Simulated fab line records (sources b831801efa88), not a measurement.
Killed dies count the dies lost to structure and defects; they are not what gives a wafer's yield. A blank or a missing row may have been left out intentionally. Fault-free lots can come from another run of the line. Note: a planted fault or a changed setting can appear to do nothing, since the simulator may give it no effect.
fab line records -- flow sky130
record: lots: 5, wafers: 15, last-day: 51
route steps=708 shown METAL3@556 PAD_OPEN@708
lots that met no fault: from a run of the same line without faults
start-h: hours from the record's first day to the start of the lot's first wafer shown -- wait-h: hours since the lot's step before -- " same as the row above -- L1.1+2: one row covering several wafers at once -- - no value, or no start given -- * or withheld: withheld -- < > ~ a bound
route shown NAME@n: NAME is a module with steps in the file, n the number in the route of the first one -- usual: average and standard deviation across the fault-free wafers -- same: alike in all rows -- chamber/n: place in a boat -- sites: each site's reading -- _std_site: standard deviation of those values -- _edge_site: inner sites' mean taken away from outer sites' mean -- radius-mm: how far each site lies from the wafer's centre -- mask NAME#n: copy n -- behind: the tool/chamber that last shaped the wafer -- hold: why the lot went on hold/how many hours it stayed there/how the hold came to an end -- device: whichever transistor did not switch (one of n, p or np) -- end of line: the tests these same wafers got at the end of their route -- for a step that has no rows: nothing shown but its recipe -- killed: count of dies lost to structure and defects at first sort (not the wafer's yield) -- map: a wafer's dies, marking killed ones x, the rest . and places with no die _
set.NAME: the setting that was run; set.NAME@STEP: the one run at that earlier step -- model.NAME: the simulator's own value behind a step, which no gauge read
lots seen at some steps along the route; tables by step, rows by wafer
services: when a tool's chamber went out of use (start-h, in hours from the record's first day, below 0 if earlier), for how many hours, and the reason
== steps ==
step: SKY_METAL3_HMDS_06
recipe: prime-time-s: 60, prime-temp-c: 120
step: SKY_METAL3_COAT_07
recipe: resist: BARC, temp-c: withheld, time-s: withheld, spin-rpm: 3000, resist-thk-nm: 60
step: SKY_METAL3_COAT_08
recipe: resist: KrF-thick, spin-rpm: 3000, resist-thk-nm: 1140
step: SKY_METAL3_SOFTBAKE_09
recipe: temp-c: 100, time-s: 90, resist: KrF-thick
step: SKY_METAL3_EXPOSE_10
recipe: mask-id: MM3, na: 0.68, source-shape: annular, sigma-inner: 0.4, sigma-outer: 0.8, target-cd-nm: 300, dose-mj: 28
step: SKY_METAL3_PEB_11
recipe: peb-temp-c: withheld, peb-time-s: withheld, resist: KrF-thick
step: SKY_METAL3_DEVELOP_12
recipe: develop-time-s: 60, resist: KrF-thick, dev-temp-c: 21
step: SKY_METAL3_CD_MEAS_13
recipe: target-cd-nm: 300
usual: cd-nm: 300.0/1.6
lot.wafer,tool,chamber,start-h,wait-h,cd-nm
L524.2,cd-sem-02,-,923.58,-,298.2
L524.5,cd-sem-02,-,923.58,-,297.5
L524.6,cd-sem-02,-,923.58,-,298.3
L538.1,cd-sem-02,-,1021.03,-,300.5
L538.2,cd-sem-02,-,1021.03,-,301.1
L538.6,cd-sem-02,-,1021.03,-,300.8
L542.2,cd-sem-01,-,1042.25,-,295.1
L542.3,cd-sem-01,-,1042.25,-,298.0
L542.4,cd-sem-01,-,1042.25,-,296.9
L545.2,cd-sem-02,-,1063.30,-,297.6
L545.3,cd-sem-02,-,1063.30,-,300.2
L545.6,cd-sem-02,-,1063.30,-,299.6
L547.2,cd-sem-02,-,1077.78,-,301.6
L547.5,cd-sem-02,-,1077.78,-,301.1
L547.6,cd-sem-02,-,1077.78,-,302.5
step: SKY_METAL3_OVL_MEAS_14
usual: METAL3_OVL: 1/6
lot.wafer,tool,chamber,start-h,wait-h,METAL3_OVL[nm]
L524.2,overlay-01,-,923.69,0.1,2
L524.5,overlay-01,-,923.69,0.1,5
L524.6,overlay-01,-,923.69,0.1,10
L538.1,overlay-02,-,1021.15,0.1,-5
L538.2,overlay-02,-,1021.15,0.1,3
L538.6,overlay-02,-,1021.15,0.1,2
L542.2,overlay-02,-,1042.36,0.1,-6
L542.3,overlay-02,-,1042.36,0.1,-3
L542.4,overlay-02,-,1042.36,0.1,-7
L545.2,overlay-01,-,1063.41,0.1,2
L545.3,overlay-01,-,1063.41,0.1,1
L545.6,overlay-01,-,1063.41,0.1,2
L547.2,overlay-01,-,1077.89,0.1,6
L547.5,overlay-01,-,1077.89,0.1,9
L547.6,overlay-01,-,1077.89,0.1,2
step: SKY_METAL3_DESCUM_15
recipe: chemistry: O2, source-power-w: 150, bias-power-w: 0, pressure-mtorr: 10, temp-c: 40, time-s: 8
usual: drypump-motor-current-A: 5.44/0.27, oes-product-au: 1.002/0.013, rf-fwd-power-W: 147.5/0.53
lot.wafer,tool,chamber,start-h,wait-h,drypump-motor-current-A,oes-product-au,rf-fwd-power-W,rf-hours-counter-h
L524.2,rie-metal-01,1,923.72,0.0,5.29,0.983,146.6,17
L524.5,rie-metal-01,1,923.72,0.0,5.27,0.986,147.5,-
L524.6,rie-metal-01,0,923.72,0.0,5.72,0.985,148.0,-
L538.1,rie-metal-03,1,1021.19,0.0,5.61,1.005,148.6,8
L538.2,rie-metal-03,0,1021.19,0.0,5.03,0.988,147.5,14
L538.6,rie-metal-03,1,1021.19,0.0,5.60,0.996,148.4,-
L542.2,rie-metal-02,0,1042.39,0.0,5.24,1.014,147.1,13
L542.3,rie-metal-02,1,1042.39,0.0,5.70,1.004,147.3,-
L542.4,rie-metal-02,0,1042.39,0.0,5.22,1.005,147.7,-
L545.2,rie-metal-03,0,1063.44,0.0,5.03,1.004,147.2,17
L545.3,rie-metal-03,1,1063.44,0.0,5.62,1.006,148.1,-
L545.6,rie-metal-03,0,1063.44,0.0,5.03,1.009,146.7,-
L547.2,rie-metal-03,1,1077.92,0.0,5.62,1.007,147.8,11
L547.5,rie-metal-03,1,1077.92,0.0,5.62,1.024,148.2,-
L547.6,rie-metal-03,0,1077.92,0.0,5.04,1.004,147.1,-
step: SKY_METAL3_ETCH_16
recipe: chemistry: N2/H2, target: BARC, ion-energy-ev: 200, bias-w: 100, pressure-mtorr: 30, n2-flow-sccm: 100, h2-flow-sccm: 200, icp-w: 500, stop-on: SiO2, time-s: 88.2, target-depth-a: 600
usual: drypump-motor-current-A: 5.44/0.27, oes-product-au: 0.627/0.005, rf-fwd-power-W: 497.3/1.8, throttle-valve-pct: 13.205/0.0093
lot.wafer,tool,chamber,start-h,wait-h,drypump-motor-current-A,oes-product-au,rf-fwd-power-W,rf-hours-counter-h,throttle-valve-pct
L524.2,rie-metal-01,1,923.75,0.0,5.27,0.621,495.2,17,13.209
L524.5,rie-metal-01,1,923.75,0.0,5.26,0.626,497.1,-,13.205
L524.6,rie-metal-01,0,923.75,0.0,5.74,0.624,499.2,-,13.201
L538.1,rie-metal-03,1,1021.22,0.0,5.63,0.625,497.7,8,13.214
L538.2,rie-metal-03,0,1021.22,0.0,5.03,0.620,494.2,14,13.209
L538.6,rie-metal-03,1,1021.22,0.0,5.65,0.620,496.7,-,13.202
L542.2,rie-metal-02,0,1042.42,0.0,5.22,0.629,494.7,13,13.203
L542.3,rie-metal-02,1,1042.42,0.0,5.73,0.629,496.8,-,13.209
L542.4,rie-metal-02,0,1042.42,0.0,5.24,0.618,495.5,-,13.189
L545.2,rie-metal-03,0,1063.47,0.0,5.05,0.623,496.5,17,13.203
L545.3,rie-metal-03,1,1063.47,0.0,5.63,0.628,497.9,-,13.207
L545.6,rie-metal-03,0,1063.47,0.0,5.02,0.635,492.8,-,13.199
L547.2,rie-metal-03,1,1077.95,0.0,5.63,0.636,495.6,11,13.204
L547.5,rie-metal-03,1,1077.95,0.0,5.58,0.619,495.1,-,13.206
L547.6,rie-metal-03,0,1077.95,0.0,5.05,0.620,495.4,-,13.206
step: SKY_METAL3_ETCH_17
recipe: target: SiO2, stop-on: TiN, chemistry: C4F8/O2/Ar, source-w: 1500, bias-w: 1200, pressure-mtorr: 40, c4f8-flow-sccm: withheld, O2_flow_sccm: 6, Ar_flow_sccm: 300, time-s: 3.9, target-depth-a: 150
usual: oes-product-au: 0.755/0.0077, rf-fwd-power-W: 1466/6.2
lot.wafer,tool,chamber,start-h,wait-h,oes-product-au,rf-fwd-power-W,rf-hours-counter-h
L524.2,rie-diel-03,3,923.85,0.1,0.743,1465,9
L524.5,rie-diel-03,3,923.85,0.1,0.757,1465,-
L524.6,rie-diel-03,0,923.85,0.1,0.747,1468,-
L538.1,rie-diel-03,0,1021.32,0.1,0.736,1457,7
L538.2,rie-diel-03,2,1021.32,0.1,0.752,1478,8
L538.6,rie-diel-03,1,1021.32,0.1,0.754,1457,-
L542.2,rie-diel-04,0,1042.52,0.1,0.748,1473,17
L542.3,rie-diel-04,2,1042.52,0.1,0.747,1467,15
L542.4,rie-diel-04,3,1042.52,0.1,0.743,1456,3
L545.2,rie-diel-04,1,1063.57,0.1,0.760,1464,18
L545.3,rie-diel-04,2,1063.57,0.1,0.757,1463,16
L545.6,rie-diel-04,2,1063.57,0.1,0.759,1454,-
L547.2,rie-diel-04,2,1078.05,0.1,0.745,1461,16
L547.5,rie-diel-04,0,1078.05,0.1,0.753,1467,-
L547.6,rie-diel-04,3,1078.05,0.1,0.764,1468,-
step: SKY_METAL3_METAL_ETCH_18
recipe: target-depth-a: 8450, stop-on: SiO2, over-etch-frac: 0.3, time-s: 183.1, chemistry: Cl2/BCl3, resist-sidewall-deg: 88, pressure-mtorr: 10, icp-w: 900, bias-w: 48.5, Cl2_flow_sccm: 60, bcl3-flow-sccm: 30
usual: drypump-motor-current-A: 5.44/0.28, oes-product-au: 0.863/0.0069, rf-fwd-power-W: 897.1/2.4, throttle-valve-pct: 22.264/0.0094
lot.wafer,tool,chamber,start-h,wait-h,drypump-motor-current-A,oes-product-au,rf-fwd-power-W,rf-hours-counter-h,throttle-valve-pct,model.KrF-thick_of_METAL3_COAT_08.thk-nm,model.METAL3.cd-nm,model.SiO2_of_VIA2_HDPCVD_00.thk-nm
L524.2,rie-metal-03,0,923.86,0.0,5.02,0.851,896.5,8,22.261,527.8,290.6,465.4
L524.5,rie-metal-03,1,923.86,0.0,5.63,0.860,893.5,-,22.263,529.4,298.4,466.2
L524.6,rie-metal-03,0,923.86,0.0,5.03,0.861,900.2,-,22.266,533,290.9,464.8
L538.1,rie-metal-01,0,1021.34,0.0,5.73,0.863,896.4,16,22.273,543.1,310,468.3
L538.2,rie-metal-01,0,1021.34,0.0,5.71,0.861,897.1,-,22.280,552.8,311.5,467.7
L538.6,rie-metal-01,0,1021.34,0.0,5.74,0.865,899.1,-,22.265,549.5,310.8,466.4
L542.2,rie-metal-01,0,1042.54,0.0,5.74,0.868,900.2,17,22.267,535.4,305.8,467.6
L542.3,rie-metal-01,1,1042.54,0.0,5.26,0.867,898.1,-,22.267,619.8,306,468.2
L542.4,rie-metal-01,0,1042.54,0.0,5.73,0.869,899.2,-,22.280,538.9,305.7,466
L545.2,rie-metal-02,1,1063.59,0.0,5.69,0.867,891.7,21,22.275,514.3,295.8,464.6
L545.3,rie-metal-02,0,1063.59,0.0,5.23,0.863,893.4,-,22.266,515.2,304.1,463.9
L545.6,rie-metal-02,1,1063.59,0.0,5.70,0.867,897.8,-,22.261,521.9,292.7,464.9
L547.2,rie-metal-02,1,1078.07,0.0,5.72,0.868,899.5,22,22.258,509.2,298.6,465.8
L547.5,rie-metal-02,1,1078.07,0.0,5.72,0.867,895.8,-,22.276,516.1,297.4,465.1
L547.6,rie-metal-02,0,1078.07,0.0,5.21,0.869,896.6,-,22.275,512.1,304.4,467.2
step: SKY_METAL3_STRIP_19
recipe: chemistry: O2/N2, power-w: 1400, pressure-mtorr: 1500, platen-temp-c: withheld, o2-flow-sccm: 3000, n2-flow-sccm: 300, overash-fraction: 0.5
usual: drypump-motor-current-A: 5.6/0.5, oes-product-au: 0.504/0.0065, strip-time-to-endpoint-s: 6.58/0.097
lot.wafer,tool,chamber,start-h,wait-h,drypump-motor-current-A,oes-product-au,rf-hours-counter-h,strip-time-to-endpoint-s
L524.2,plasma-asher-01,0,924.04,0.1,5.3,0.511,106,6.55
L524.5,plasma-asher-01,0,924.04,0.1,5.3,0.505,-,6.55
L524.6,plasma-asher-01,1,924.04,0.1,6.4,0.505,-,6.61
L538.1,plasma-asher-01,1,1021.69,0.3,6.4,0.498,116,6.69
L538.2,plasma-asher-01,0,1021.69,0.3,5.3,0.518,116,6.80
L538.6,plasma-asher-01,1,1021.69,0.3,6.4,0.515,-,6.77
L542.2,plasma-asher-02,0,1042.72,0.1,5.2,0.505,92,6.63
L542.3,plasma-asher-02,1,1042.72,0.1,5.2,0.539,-,7.45
L542.4,plasma-asher-02,0,1042.72,0.1,5.2,0.509,-,6.65
L545.2,plasma-asher-02,0,1063.77,0.1,5.2,0.497,94,6.42
L545.3,plasma-asher-02,1,1063.77,0.1,5.2,0.491,-,6.42
L545.6,plasma-asher-02,0,1063.77,0.1,5.2,0.499,-,6.48
L547.2,plasma-asher-01,0,1078.30,0.2,5.2,0.491,1,6.35
L547.5,plasma-asher-01,1,1078.30,0.2,6.3,0.490,-,6.41
L547.6,plasma-asher-01,0,1078.30,0.2,5.3,0.493,-,6.38
step: SKY_METAL3_STRIP_20
recipe: chemistry: post-etch-residue-remover, time-s: 1200, temp-c: 72.5
step: SKY_PAD_OPEN_PROBE_99
lot.wafer,tool,chamber,start-h,wait-h,model.etest.met3-comb.leak-log10-a-um
L524.2,prober-01,-,1099.83,0.1,-11.94
L524.5,prober-01,-,1099.98,0.2,-12.08
L524.6,prober-01,-,1100.03,0.2,-12.04
L538.1,prober-01,-,1178.23,0.1,-11.98
L538.2,prober-01,-,1178.28,0.1,-12.31
L538.6,prober-01,-,1178.48,0.2,-12.24
L542.2,prober-02,-,1192.16,0.1,-12.19
L542.3,prober-02,-,1192.21,0.2,-10.65
L542.4,prober-02,-,1192.26,0.2,-11.91
L545.2+3,prober-01,-,1208.15,0.1,-11.99
L545.6,prober-01,-,1208.35,0.2,-11.87
L547.2,prober-01,-,1218.90,0.1,-12.04
L547.5,prober-01,-,1219.05,0.2,-11.93
L547.6,prober-01,-,1219.10,0.2,-11.9
killed by level:class
L524.2 METAL4:geometric-particle:short=8 LI_CONTACT:geometric-particle:open=7 CONTACT:geometric-particle:open=7 VIA1:geometric-particle:open=7 VIA1:geometric-particle:short=7 FIELD_ISO:geometric-particle:short=6 VIA2:geometric-particle:open=6 CONTACT:geometric-particle:short=5
L524.5 VIA1:geometric-particle:open=12 CONTACT:geometric-particle:open=11 CONTACT:geometric-particle:short=6 METAL1:geometric-particle:short=6 METAL2:geometric-particle:short=6 VIA3:geometric-particle:open=6 FIELD_ISO:geometric-particle:short=4 FIELD_ISO:geometric-particle:open=4
L524.6 CONTACT:geometric-particle:open=15 VIA1:geometric-particle:open=10 CONTACT:geometric-particle:short=9 VIA2:geometric-particle:open=8 VIA3:geometric-particle:open=6 VIA3:geometric-particle:short=5 VIA2:geometric-particle:short=5 FIELD_ISO:geometric-particle:open=4
L538.1 CONTACT:geometric-particle:short=7 VIA3:geometric-particle:open=7 VIA1:geometric-particle:short=6 VIA1:geometric-particle:open=6 CONTACT:geometric-particle:open=6 POLY_GATE:geometric-particle:short=5 POLY_GATE:geometric-particle:open=5 LI_CONTACT:geometric-particle:open=5
L538.2 VIA1:geometric-particle:open=12 METAL2:geometric-particle:short=10 LI_CONTACT:geometric-particle:open=8 CONTACT:geometric-particle:open=7 VIA3:geometric-particle:open=6 FIELD_ISO:geometric-particle:short=5 VIA2:geometric-particle:open=5 SPACER:geometric-particle:short=4
L538.6 VIA1:geometric-particle:open=10 CONTACT:geometric-particle:open=9 VIA2:geometric-particle:open=9 METAL1:geometric-particle:short=7 FIELD_ISO:geometric-particle:open=6 VIA1:geometric-particle:short=5 LOCAL_INTERCONNECT:geometric-particle:short=4 FIELD_ISO:geometric-particle:short=3
L545.2 VIA1:geometric-particle:open=12 POLY_GATE:geometric-particle:short=7 POLY_GATE:geometric-particle:open=6 METAL1:geometric-particle:short=6 CONTACT:geometric-particle:open=5 SONOS_ONO:coat-microbubble-printed=5 VIA2:geometric-particle:short=5 FIELD_ISO:geometric-particle:open=4
L545.3 VIA1:geometric-particle:open=12 LI_CONTACT:geometric-particle:open=8 VIA1:geometric-particle:short=7 VIA2:geometric-particle:open=6 FIELD_ISO:geometric-particle:short=5 CONTACT:geometric-particle:open=5 POLY_GATE:geometric-particle:short=4 POLY_GATE:geometric-particle:open=4
L545.6 VIA1:geometric-particle:open=14 CONTACT:geometric-particle:open=7 VIA2:geometric-particle:open=7 METAL2:geometric-particle:short=7 POLY_GATE:geometric-particle:short=6 VIA2:geometric-particle:short=6 VIA1:geometric-particle:short=5 SPACER:geometric-particle:open=4
L547.2 METAL2:geometric-particle:short=17 VIA1:geometric-particle:open=13 VIA1:geometric-particle:short=8 FIELD_ISO:geometric-particle:short=7 VIA3:geometric-particle:open=6 FIELD_ISO:geometric-particle:open=5 LI_CONTACT:geometric-particle:open=5 CONTACT:geometric-particle:open=5
L547.5 VIA3:geometric-particle:open=11 FIELD_ISO:geometric-particle:short=7 VIA1:geometric-particle:open=7 VIA2:geometric-particle:open=7 CONTACT:geometric-particle:open=6 METAL4:geometric-particle:short=6 METAL3:geometric-particle:short=5 FIELD_ISO:geometric-particle:open=4
L547.6 CONTACT:geometric-particle:open=13 VIA1:geometric-particle:open=12 VIA1:geometric-particle:short=9 METAL2:geometric-particle:short=8 FIELD_ISO:geometric-particle:open=7 CONTACT:geometric-particle:short=7 METAL4:geometric-particle:short=6 FIELD_ISO:geometric-particle:short=5
== services ==
tool,chamber,start-h,hours,kind
plasma-asher-02,-,900.74,1.3,repair
rie-diel-03,1,912.49,-,clean
rie-diel-03,1,912.49,29.7,scheduled-down
rie-diel-03,1,912.49,29.7,vent-cycle
rie-diel-04,3,920.42,4.7,repair
rie-diel-04,2,922.62,1.8,repair
rie-diel-03,0,936.03,8.2,repair
rie-diel-04,3,943.15,21.8,repair
rie-diel-03,-,965.00,2.8,pm
rie-diel-04,3,965.27,2.7,repair
rie-metal-03,-,979.62,1.4,pm
plasma-asher-02,-,981.48,2.8,pm
rie-diel-03,1,992.95,4.3,repair
plasma-asher-02,-,1000.12,1.1,repair
rie-metal-01,1,1008.79,-,clean
rie-metal-01,1,1008.79,21.6,scheduled-down
rie-metal-01,1,1008.79,21.6,vent-cycle
rie-diel-03,1,1029.67,5.6,repair
rie-metal-02,-,1041.54,0.5,repair
plasma-asher-01,-,1055.25,9.0,pm
plasma-asher-01,0,1055.25,9.0,vent-cycle
plasma-asher-01,1,1055.25,9.0,vent-cycle
plasma-asher-01,0,1064.25,-,clean
plasma-asher-01,1,1064.25,-,clean
== key ==
first-sign: step: SKY_METAL3_STRIP_19, reading: strip-time-to-endpoint-s, direction: up, sigmas: 8.9, usual: *, struck: *
effect: step: SKY_METAL3_STRIP_19, reading: oes-product-au, direction: up, sigmas: 5.4, usual: 0.504, struck: 0.539
model-effect: step: SKY_METAL3_METAL_ETCH_18, value: KrF-thick_of_METAL3_COAT_08.thk-nm, without: 526.9, struck: 619.8
model-effect: step: SKY_PAD_OPEN_PROBE_99, value: etest.met3-comb.leak-log10-a-um, without: -12.24, struck: -10.65
met-at SKY_METAL3_METAL_ETCH_18
struck-wafers L542.3
sort-left-out L542.3
fault: kind: process-parameter-drift, tool: rie-metal-01, chamber: 1, onset-h: 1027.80, steps: SKY_METAL3_METAL_ETCH_18, channel: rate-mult, offset: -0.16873, shape: step
sort-left-out: the simulated sort isn't trusted on such a fault, so these wafers' sort isn't shown, and their yield isn't known
